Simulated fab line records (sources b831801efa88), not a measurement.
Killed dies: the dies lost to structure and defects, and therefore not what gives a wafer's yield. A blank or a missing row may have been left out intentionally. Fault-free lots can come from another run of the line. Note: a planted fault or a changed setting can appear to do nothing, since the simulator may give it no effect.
Problem report in the 8D (eight disciplines) form, filled by code | flow sky130 | the parts of the form that need people (team, actions taken, sign-off) are left out

== 1. THE PROBLEM ==
Mean PASSIVATION_CVD_02_THK at SKY_PASSIVATION_THK_MEAS_03: 600 nm over 3 wafers in 3 lots; fault-free wafers: 540 nm, standard deviation 6.9. That is +8.7 standard deviations from the usual mean.
First seen on wafer L914.3, day 46 05:26, on film-metro-03. At this step, 35 wafers from 12 lots have a number in the record. Rule for "out", or "out of limits": more than 4 standard deviations from the usual mean. The other wafers with a number count as sound.

== 2. WHAT IT IS AND WHAT IT IS NOT ==
question                    | is                           | is not
which readings at this step | PASSIVATION_CVD_02_THK       | -
which lots                  | L914, L917, L920             | L909, L910, L912, L921, L922, L924, L925, L929, L930
which wafers of those lots  | L914.3, L917.4, L920.4       | L914.1, L914.2, L917.1, L917.6, L920.2
read on which gauges        | film-metro-01, film-metro-03 | film-metro-04
when                        | from day 46 05:26            | up to then (11 sound wafers); but 21 sound wafers of L917, L920, L921, L922, L924, L925, L929, L930 came after

== 3. WHAT RULES OUT EACH SUSPECT ==
Counting: a tool at a process step up to the reading stays a suspect if it ran every lot that is out. Sound lots after the first of them don't rule it out here, since some wafers of a struck lot are sound.
- the gauge at SKY_PASSIVATION_THK_MEAS_03: ruled out. 2 gauges (film-metro-01, film-metro-03) read the wafers that are out.
- pecvd-03 at SKY_PASSIVATION_CVD_02 (deposits Si3N4, target thk 540 nm): kept. Every lot that is out went through it, the first being L914 (day 46 05:13); the last sound lot it ran before that was L912 (day 44 20:37).
The count leaves pecvd-03 at SKY_PASSIVATION_CVD_02.

== 4. THE CAUSE (what the simulator had put in) ==
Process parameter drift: pecvd-03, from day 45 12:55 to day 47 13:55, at SKY_PASSIVATION_CVD_02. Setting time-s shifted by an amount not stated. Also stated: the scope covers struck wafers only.
Counting left only this tool.

== 5. THE CHAIN OF EFFECTS, in route order ==
Rows list readings where the struck wafers' mean (over those with a number) sits beyond 3 standard deviations from the usual. Only readings for which the record gives a usual standard deviation are gone through. hours: the time from each lot's start at the first step in this table that gives one to its start at this step, as a median over the lots. sigmas: the change in usual standard deviations.
hours | step                        | reading                | usual  | on struck wafers | change | sigmas
0     | SKY_PASSIVATION_THK_MEAS_03 | PASSIVATION_CVD_02_THK | 540 nm | 600              | +60    | +8.7

== 6. WHAT WOULD HAVE CAUGHT IT SOONER ==
The first out-of-limits reading at a measuring or inspecting step in this record came at day 46 05:26, 17 hours after the fault's start at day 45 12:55.
Tool readings at SKY_PASSIVATION_CVD_02 with a usual standard deviation given in the record: none out on any struck wafer, hence no alarm at a limit of 4 standard deviations on them.
Of the lots that are out (3), L917, L920 began SKY_PASSIVATION_CVD_02 on pecvd-03 after day 46 05:26. A hold on the tool at that time would have spared those 2.
